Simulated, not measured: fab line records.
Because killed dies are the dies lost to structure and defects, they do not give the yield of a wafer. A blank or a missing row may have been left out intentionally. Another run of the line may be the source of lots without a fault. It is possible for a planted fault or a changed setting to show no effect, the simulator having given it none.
Which of the tools did it? || flow sky130 || 14 lots, 42 wafers sampled, at 5 steps of a route of 708

WHAT THE GAUGES READ, wafer by wafer
SKY_NWELL_OVL_MEAS_10. Usual: for NWELL_00_OVL the level is -0.1 nm and the standard deviation is 1.4.
{"lot": "L718", "measured": "day 4 14:47", "on": "overlay-01", "NWELL_00_OVL (nm)": "-0.1 1.1 0.8", "flag": ""}
{"lot": "L719", "measured": "day 4 21:23", "on": "overlay-01", "NWELL_00_OVL (nm)": "0.0 1.8 1.2", "flag": ""}
{"lot": "L722", "measured": "day 5 13:32", "on": "overlay-02", "NWELL_00_OVL (nm)": "0.8 -1.2 2.3", "flag": ""}
{"lot": "L723", "measured": "day 5 18:32", "on": "overlay-01", "NWELL_00_OVL (nm)": "0.1 2.0 0.9", "flag": ""}
{"lot": "L730", "measured": "day 7 14:36", "on": "overlay-02", "NWELL_00_OVL (nm)": "0.5 2.5 2.4", "flag": ""}
{"lot": "L731", "measured": "day 7 22:42", "on": "overlay-02", "NWELL_00_OVL (nm)": "0.8 1.6 -1.2", "flag": ""}
{"lot": "L732", "measured": "day 8 06:05", "on": "overlay-01", "NWELL_00_OVL (nm)": "-0.3 1.1 -2.6", "flag": ""}
{"lot": "L733", "measured": "day 8 12:11", "on": "overlay-02", "NWELL_00_OVL (nm)": "0.3 -1.2 1.0", "flag": ""}
{"lot": "L734", "measured": "day 8 12:26", "on": "overlay-01", "NWELL_00_OVL (nm)": "-1.0 -0.5 -1.0", "flag": ""}
{"lot": "L735", "measured": "day 8 17:13", "on": "overlay-01", "NWELL_00_OVL (nm)": "-0.1 -0.1 -1.3", "flag": ""}
{"lot": "L736", "measured": "day 9 06:26", "on": "overlay-02", "NWELL_00_OVL (nm)": "-0.6 -0.6 -0.6", "flag": ""}
{"lot": "L739", "measured": "day 9 21:20", "on": "overlay-02", "NWELL_00_OVL (nm)": "-2.4 1.1 -1.6", "flag": ""}
{"lot": "L738", "measured": "day 9 21:54", "on": "overlay-02", "NWELL_00_OVL (nm)": "-0.5 -3.0 -1.6", "flag": ""}
{"lot": "L740", "measured": "day 10 01:00", "on": "overlay-01", "NWELL_00_OVL (nm)": "-0.9 0.3 -2.1", "flag": ""}

SKY_SONOS_ONO_THK_MEAS_03. Usual: for SONOS_ONO_CVD_02_THK the level is 10.46 nm and the standard deviation is 0.11.
{"lot": "L718", "measured": "day 11 13:29", "on": "filmMetro-04", "SONOS_ONO_CVD_02_THK (nm)": "10.61 10.62 10.48", "flag": ""}
{"lot": "L719", "measured": "day 11 20:40", "on": "filmMetro-03", "SONOS_ONO_CVD_02_THK (nm)": "10.57 10.65 10.57", "flag": ""}
{"lot": "L722", "measured": "day 12 20:00", "on": "filmMetro-03", "SONOS_ONO_CVD_02_THK (nm)": "13.72 13.73 13.73", "flag": "OFF"}
{"lot": "L723", "measured": "day 13 06:53", "on": "filmMetro-02", "SONOS_ONO_CVD_02_THK (nm)": "13.79 13.91 13.71", "flag": "OFF"}
{"lot": "L730", "measured": "day 16 01:12", "on": "filmMetro-02", "SONOS_ONO_CVD_02_THK (nm)": "10.46 10.48 10.49", "flag": ""}
{"lot": "L731", "measured": "day 16 01:11", "on": "filmMetro-04", "SONOS_ONO_CVD_02_THK (nm)": "10.55 10.58 10.70", "flag": ""}
{"lot": "L732", "measured": "day 16 20:54", "on": "filmMetro-03", "SONOS_ONO_CVD_02_THK (nm)": "10.37 10.47 10.40", "flag": ""}
{"lot": "L733", "measured": "day 17 00:36", "on": "filmMetro-04", "SONOS_ONO_CVD_02_THK (nm)": "10.48 10.50 10.54", "flag": ""}
{"lot": "L734", "measured": "day 17 00:35", "on": "filmMetro-03", "SONOS_ONO_CVD_02_THK (nm)": "10.17 10.39 10.40", "flag": ""}
{"lot": "L735", "measured": "day 17 10:25", "on": "filmMetro-04", "SONOS_ONO_CVD_02_THK (nm)": "10.43 10.48 10.35", "flag": ""}
{"lot": "L736", "measured": "day 17 22:59", "on": "filmMetro-04", "SONOS_ONO_CVD_02_THK (nm)": "10.43 10.34 10.45", "flag": ""}
{"lot": "L739", "measured": "day 18 16:10", "on": "filmMetro-02", "SONOS_ONO_CVD_02_THK (nm)": "10.61 10.47 10.50", "flag": ""}
{"lot": "L738", "measured": "day 18 20:22", "on": "filmMetro-02", "SONOS_ONO_CVD_02_THK (nm)": "10.51 10.55 10.62", "flag": ""}
{"lot": "L740", "measured": "day 18 23:11", "on": "filmMetro-02", "SONOS_ONO_CVD_02_THK (nm)": "10.49 10.63 10.53", "flag": ""}

SKY_SONOS_ONO_OVL_MEAS_14. Usual: for SONOS_ONO_OVL the level is 0.2 nm and the standard deviation is 1.3.
{"lot": "L718", "measured": "day 12 14:49", "on": "overlay-02", "SONOS_ONO_OVL (nm)": "0.4 1.1 2.3", "flag": ""}
{"lot": "L719", "measured": "day 12 22:16", "on": "overlay-01", "SONOS_ONO_OVL (nm)": "0.8 0.0 -0.9", "flag": ""}
{"lot": "L722", "measured": "day 13 23:19", "on": "overlay-01", "SONOS_ONO_OVL (nm)": "-0.9 -1.6 1.7", "flag": ""}
{"lot": "L723", "measured": "day 14 09:18", "on": "overlay-02", "SONOS_ONO_OVL (nm)": "-0.1 -1.7 -1.1", "flag": ""}
{"lot": "L730", "measured": "day 17 06:17", "on": "overlay-01", "SONOS_ONO_OVL (nm)": "1.2 3.4 2.4", "flag": ""}
{"lot": "L731", "measured": "day 17 06:06", "on": "overlay-01", "SONOS_ONO_OVL (nm)": "0.9 0.0 -1.1", "flag": ""}
{"lot": "L732", "measured": "day 18 02:04", "on": "overlay-01", "SONOS_ONO_OVL (nm)": "0.3 1.0 -0.5", "flag": ""}
{"lot": "L733", "measured": "day 18 10:56", "on": "overlay-02", "SONOS_ONO_OVL (nm)": "-0.6 -0.2 0.6", "flag": ""}
{"lot": "L734", "measured": "day 18 10:21", "on": "overlay-02", "SONOS_ONO_OVL (nm)": "2.1 -2.1 2.5", "flag": ""}
{"lot": "L735", "measured": "day 18 16:18", "on": "overlay-01", "SONOS_ONO_OVL (nm)": "1.0 -0.3 0.1", "flag": ""}
{"lot": "L736", "measured": "day 19 05:38", "on": "overlay-01", "SONOS_ONO_OVL (nm)": "1.1 -0.5 -0.9", "flag": ""}
{"lot": "L739", "measured": "day 20 00:56", "on": "overlay-02", "SONOS_ONO_OVL (nm)": "-0.2 -0.9 0.3", "flag": ""}
{"lot": "L738", "measured": "day 20 04:38", "on": "overlay-01", "SONOS_ONO_OVL (nm)": "0.1 -0.4 0.6", "flag": ""}
{"lot": "L740", "measured": "day 20 07:48", "on": "overlay-01", "SONOS_ONO_OVL (nm)": "1.0 0.8 -0.1", "flag": ""}

SKY_GATE_OXIDE_THK_MEAS_02. Usual: for GATE_OXIDE_OXIDATION_00_THK the level is 10.12 nm and the standard deviation is 0.16.
{"lot": "L718", "measured": "day 12 17:12", "on": "filmMetro-04", "GATE_OXIDE_OXIDATION_00_THK (nm)": "10.09 10.10 10.14", "flag": ""}
{"lot": "L719", "measured": "day 13 00:36", "on": "filmMetro-01", "GATE_OXIDE_OXIDATION_00_THK (nm)": "9.93 10.07 10.08", "flag": ""}
{"lot": "L722", "measured": "day 14 01:14", "on": "filmMetro-01", "GATE_OXIDE_OXIDATION_00_THK (nm)": "10.29 10.41 10.41", "flag": ""}
{"lot": "L723", "measured": "day 14 11:58", "on": "filmMetro-04", "GATE_OXIDE_OXIDATION_00_THK (nm)": "9.83 9.93 10.09", "flag": ""}
{"lot": "L730", "measured": "day 17 14:56", "on": "filmMetro-03", "GATE_OXIDE_OXIDATION_00_THK (nm)": "10.01 10.03 9.93", "flag": ""}
{"lot": "L731", "measured": "day 17 14:55", "on": "filmMetro-01", "GATE_OXIDE_OXIDATION_00_THK (nm)": "10.23 9.98 10.07", "flag": ""}
{"lot": "L732", "measured": "day 18 05:21", "on": "filmMetro-04", "GATE_OXIDE_OXIDATION_00_THK (nm)": "10.27 10.19 10.20", "flag": ""}
{"lot": "L733", "measured": "day 18 13:47", "on": "filmMetro-01", "GATE_OXIDE_OXIDATION_00_THK (nm)": "10.23 10.04 9.90", "flag": ""}
{"lot": "L734", "measured": "day 18 13:43", "on": "filmMetro-03", "GATE_OXIDE_OXIDATION_00_THK (nm)": "9.91 10.22 10.02", "flag": ""}
{"lot": "L735", "measured": "day 18 18:32", "on": "filmMetro-03", "GATE_OXIDE_OXIDATION_00_THK (nm)": "10.27 10.14 10.30", "flag": ""}
{"lot": "L736", "measured": "day 19 07:25", "on": "filmMetro-01", "GATE_OXIDE_OXIDATION_00_THK (nm)": "10.14 10.11 10.04", "flag": ""}
{"lot": "L739", "measured": "day 20 02:41", "on": "filmMetro-01", "GATE_OXIDE_OXIDATION_00_THK (nm)": "9.83 10.15 10.03", "flag": ""}
{"lot": "L738", "measured": "day 20 08:25", "on": "filmMetro-01", "GATE_OXIDE_OXIDATION_00_THK (nm)": "10.16 10.05 10.06", "flag": ""}
{"lot": "L740", "measured": "day 20 09:49", "on": "filmMetro-03", "GATE_OXIDE_OXIDATION_00_THK (nm)": "9.95 9.79 9.86", "flag": ""}

TOOL THAT RAN EACH LOT (tool first, then ch and the chambers of the sampled wafers, then the start)
{"lot": "L718", "SKY_SONOS_ONO_CVD_02": "lpcvd-02 ch 1, day 11 12:26"}
{"lot": "L719", "SKY_SONOS_ONO_CVD_02": "lpcvd-02 ch 0, day 11 19:37"}
{"lot": "L722", "SKY_SONOS_ONO_CVD_02": "lpcvd-02 ch 0, day 12 18:25"}
{"lot": "L723", "SKY_SONOS_ONO_CVD_02": "lpcvd-02 ch 1, day 13 05:17"}
{"lot": "L730", "SKY_SONOS_ONO_CVD_02": "lpcvd-02 ch 0, day 16 00:08"}
{"lot": "L731", "SKY_SONOS_ONO_CVD_02": "lpcvd-02 ch 0, day 16 00:08"}
{"lot": "L732", "SKY_SONOS_ONO_CVD_02": "lpcvd-02 ch 1, day 16 19:51"}
{"lot": "L733", "SKY_SONOS_ONO_CVD_02": "lpcvd-02 ch 0, day 16 23:32"}
{"lot": "L734", "SKY_SONOS_ONO_CVD_02": "lpcvd-02 ch 0, day 16 23:32"}
{"lot": "L735", "SKY_SONOS_ONO_CVD_02": "lpcvd-02 ch 0, day 17 09:20"}
{"lot": "L736", "SKY_SONOS_ONO_CVD_02": "lpcvd-02 ch 0, day 17 21:55"}
{"lot": "L739", "SKY_SONOS_ONO_CVD_02": "lpcvd-02 ch 1, day 18 15:07"}
{"lot": "L738", "SKY_SONOS_ONO_CVD_02": "lpcvd-02 ch 0, day 18 19:19"}
{"lot": "L740", "SKY_SONOS_ONO_CVD_02": "lpcvd-02 ch 1, day 18 22:08"}
- SKY_SONOS_ONO_CVD_02: deposits Si3N4 from DCS/NH3, target thk 10.5 nm, time 180 s.

WHAT THE TOOLS THEMSELVES READ (means of the sampled wafers that have a number; where no wafer has one, the mark that the record gives instead)
SKY_SONOS_ONO_CVD_02. Usual: zonePowerTopPct reads 24.3 % (standard deviation 0.68).
{"lot": "L718", "tool": "lpcvd-02", "zonePowerTopPct (%)": 23.5, "flag": ""}
{"lot": "L719", "tool": "lpcvd-02", "zonePowerTopPct (%)": 25.0, "flag": ""}
{"lot": "L722", "tool": "lpcvd-02", "zonePowerTopPct (%)": 24.9, "flag": ""}
{"lot": "L723", "tool": "lpcvd-02", "zonePowerTopPct (%)": 23.5, "flag": ""}
{"lot": "L730", "tool": "lpcvd-02", "zonePowerTopPct (%)": 25.0, "flag": ""}
{"lot": "L731", "tool": "lpcvd-02", "zonePowerTopPct (%)": 24.5, "flag": ""}
{"lot": "L732", "tool": "lpcvd-02", "zonePowerTopPct (%)": 23.4, "flag": ""}
{"lot": "L733", "tool": "lpcvd-02", "zonePowerTopPct (%)": 24.7, "flag": ""}
{"lot": "L734", "tool": "lpcvd-02", "zonePowerTopPct (%)": 24.8, "flag": ""}
{"lot": "L735", "tool": "lpcvd-02", "zonePowerTopPct (%)": 24.6, "flag": ""}
{"lot": "L736", "tool": "lpcvd-02", "zonePowerTopPct (%)": 24.8, "flag": ""}
{"lot": "L739", "tool": "lpcvd-02", "zonePowerTopPct (%)": 23.6, "flag": ""}
{"lot": "L738", "tool": "lpcvd-02", "zonePowerTopPct (%)": 24.8, "flag": ""}
{"lot": "L740", "tool": "lpcvd-02", "zonePowerTopPct (%)": 23.4, "flag": ""}

THE ANSWER, worked out from the rows above alone
Rule: a lot counts as off when the mean over its wafers that have a number is more than 3 standard deviations away from the usual mean. Also off: a lot with no number at a reading for which 4 or more lots have one. All remaining lots with rows at the step are treated as sound. First the gauges in route order, then the tools' own readings, where a lot's mean is used as printed above. At the first step where some lot is off, the reading lying furthest off is the one used; lots without a number count as furthest.
Off: L722, L723, seen at SKY_SONOS_ONO_THK_MEAS_03 (SONOS_ONO_CVD_02_THK).
If a tool, at a process step before that reading, ran all the lots that are off and no sound lot after the first of them, it fits. The gauges at SKY_SONOS_ONO_THK_MEAS_03 are tried like those tools. Not one of the candidates tried fits.

WHAT THE SIMULATOR PUT IN
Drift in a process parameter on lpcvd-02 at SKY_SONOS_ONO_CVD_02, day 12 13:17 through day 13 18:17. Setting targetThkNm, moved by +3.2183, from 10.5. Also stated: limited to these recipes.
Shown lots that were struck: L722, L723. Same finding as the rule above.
